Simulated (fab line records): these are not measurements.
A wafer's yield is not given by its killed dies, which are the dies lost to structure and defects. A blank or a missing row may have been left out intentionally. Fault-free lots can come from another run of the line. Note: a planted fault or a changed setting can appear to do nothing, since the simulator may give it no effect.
Which of the tools did it? -- flow gf180mcu -- 15 lots, 45 wafers sampled, at 4 steps of a route of 602

== WHAT EACH GAUGE READ, for each wafer ==
GF_V2_THK_MEAS_25: measures by xrf. Usual: V2_W_THK 356 nm, standard deviation 6.6.
lot,measured,on,V2_W_THK (nm),flag
L291,day 20 16:35,filmMetro-02,358 361 353,
L292,day 21 02:37,filmMetro-02,367 360 355,
L293,day 21 20:40,filmMetro-04,343 345 345,
L294,day 22 02:58,filmMetro-01,360 356 360,
L296,day 22 18:50,filmMetro-02,368 360 366,
L297,day 22 23:13,filmMetro-04,348 355 348,
L299,day 23 17:53,filmMetro-04,349 350 350,
L303,day 25 01:56,filmMetro-02,361 363 363,
L304,day 25 09:31,filmMetro-01,357 355 353,
L305,day 25 19:34,filmMetro-01,352 354 353,
L309,day 27 01:27,filmMetro-02,360 363 362,
L310,day 27 03:32,filmMetro-04,349 341 348,
L311,day 27 13:08,filmMetro-01,355 352 355,
L312,day 27 15:00,filmMetro-04,352 350 348,
L313,day 27 21:31,filmMetro-01,356 356 351,

GF_M3_OVL_MEAS_15. Usual: M3_OVL -2 nm, standard deviation 5.7.
lot,measured,on,M3_OVL (nm),flag
L291,day 21 16:54,overlay-01,-10 4 1,
L292,day 22 02:59,overlay-02,-4 6 -4,
L293,day 22 20:23,overlay-02,-8 -5 -7,
L294,day 23 02:29,overlay-02,-2 1 -4,
L296,day 23 18:09,overlay-02,5 0 7,
L297,day 23 22:16,overlay-01,-8 -5 -1,
L299,day 24 16:44,overlay-01,2 10 1,
L303,day 25 23:45,overlay-02,- - -,OFF
L304,day 26 07:05,overlay-01,- - -,OFF
L305,day 26 17:28,overlay-01,- - -,OFF
L309,day 27 21:47,overlay-02,-7 -6 -11,
L310,day 27 23:59,overlay-02,0 0 1,
L311,day 28 09:17,overlay-02,8 -1 11,
L312,day 28 11:19,overlay-02,-5 -7 -1,
L313,day 28 17:58,overlay-01,3 -3 -2,

== EACH LOT AND THE TOOL THAT RAN IT (in order: tool; ch and the chambers of the sampled wafers; start) ==
lot,GF_V2_ETCH_17,GF_M3_PEB_12
L291,"rieDiel-01 ch 1,3, day 20 16:35 or earlier","lithoTrack-04 ch 0, day 21 16:28"
L292,"rieDiel-03 ch 1,3, day 21 02:37 or earlier","lithoTrack-02 ch 0, day 22 02:31"
L293,"rieDiel-04 ch 0,3, day 21 20:40 or earlier","lithoTrack-02 ch 0, day 22 19:55"
L294,"rieDiel-03 ch 0,3, day 22 02:58 or earlier","lithoTrack-04 ch 0, day 23 02:01"
L296,"rieDiel-04 ch 0,2, day 22 18:50 or earlier","lithoTrack-02 ch 0, day 23 17:44"
L297,"rieDiel-01 ch 1,3, day 22 23:13 or earlier","lithoTrack-03 ch 0, day 23 21:47"
L299,"rieDiel-04 ch 0,1, day 23 17:53 or earlier","lithoTrack-02 ch 0, day 24 16:16"
L303,"rieDiel-04 ch 1,2, day 25 01:56 or earlier","lithoTrack-02, day 25 23:18"
L304,"rieDiel-03 ch 0,3, day 25 09:31 or earlier","lithoTrack-02, day 26 06:37"
L305,"rieDiel-04 ch 0,3, day 25 19:34 or earlier","lithoTrack-03, day 26 16:59"
L309,"rieDiel-04 ch 2,3, day 27 01:27 or earlier","lithoTrack-04 ch 0, day 27 21:19"
L310,"rieDiel-01 ch 0,1,2, day 27 03:32 or earlier","lithoTrack-02 ch 0, day 27 23:31"
L311,"rieDiel-04 ch 1,2,3, day 27 13:08 or earlier","lithoTrack-04 ch 0, day 28 08:49"
L312,"rieDiel-01 ch 0,1,2, day 27 15:00 or earlier","lithoTrack-03 ch 0, day 28 10:50"
L313,"rieDiel-01 ch 0,2,3, day 27 21:31 or earlier","lithoTrack-04 ch 0, day 28 17:34"
- GF_V2_ETCH_17: etches SiO2 in C4F8/O2/Ar, stops on TiN, target depth 630 nm.
- GF_M3_PEB_12: peb time 90 s.

== WHAT THE TOOLS THEMSELVES READ (means of the sampled wafers that have a number; where no wafer has one, the mark that the record gives instead) ==
GF_V2_ETCH_17. Usual: oesProductAu 0.856 a.u., standard deviation 0.0046.
lot,tool,oesProductAu (a.u.),flag
L291,rieDiel-01,0.859,
L292,rieDiel-03,0.853,
L293,rieDiel-04,0.856,
L294,rieDiel-03,0.859,
L296,rieDiel-04,0.859,
L297,rieDiel-01,0.855,
L299,rieDiel-04,0.853,
L303,rieDiel-04,0.858,
L304,rieDiel-03,0.859,
L305,rieDiel-04,0.852,
L309,rieDiel-04,0.858,
L310,rieDiel-01,0.857,
L311,rieDiel-04,0.855,
L312,rieDiel-01,0.858,
L313,rieDiel-01,0.859,

GF_M3_PEB_12. Usual: chillPlateTempC 22.98 C, standard deviation 0.11; exhaustPa 44.9 Pa, standard deviation 0.91.
lot,tool,chillPlateTempC (C),exhaustPa (Pa),flag
L291,lithoTrack-04,22.96,45.4,
L292,lithoTrack-02,23.07,45.5,
L293,lithoTrack-02,23.01,46.4,
L294,lithoTrack-04,22.95,44.4,
L296,lithoTrack-02,23.22,44.8,
L297,lithoTrack-03,22.99,45.1,
L299,lithoTrack-02,22.82,44.6,
L303,lithoTrack-02,-,-,OFF
L304,lithoTrack-02,-,-,OFF
L305,lithoTrack-03,-,-,OFF
L309,lithoTrack-04,22.91,44.9,
L310,lithoTrack-02,23.03,44.9,
L311,lithoTrack-04,22.97,44.8,
L312,lithoTrack-03,23.01,44.7,
L313,lithoTrack-04,22.97,43.5,

== THE ANSWER, worked out from the rows above alone ==
Rule: a lot counts as off when the mean over its wafers that have a number is more than 3 standard deviations away from the usual mean. Also off: a lot with no number at a reading for which 4 or more lots have one. All remaining lots with rows at the step are treated as sound. Order of review: gauges by route order, followed by the tools' own readings, for which a lot's mean as printed above is used. The first step at which some lot is off is used, and at that step the reading that is off furthest; a lot without a number counts as furthest.
Off: L303, L304, L305, seen at GF_M3_OVL_MEAS_15 (M3_OVL). Without a number there: L303, L304, L305.
A tool fits if, at a process step before that reading, it ran every lot that is off, and no sound lot after the first of them. The gauges at GF_M3_OVL_MEAS_15 aren't tried: what is off there is off at GF_M3_PEB_12 too, on other tools, and a gauge's error can't cause that. With no start given for some of its lots, GF_V2_ETCH_17 uses the hours and lot order of GF_V2_THK_MEAS_25. None of those tried fits.

== WHAT HAD BEEN PUT IN BY THE SIMULATOR ==
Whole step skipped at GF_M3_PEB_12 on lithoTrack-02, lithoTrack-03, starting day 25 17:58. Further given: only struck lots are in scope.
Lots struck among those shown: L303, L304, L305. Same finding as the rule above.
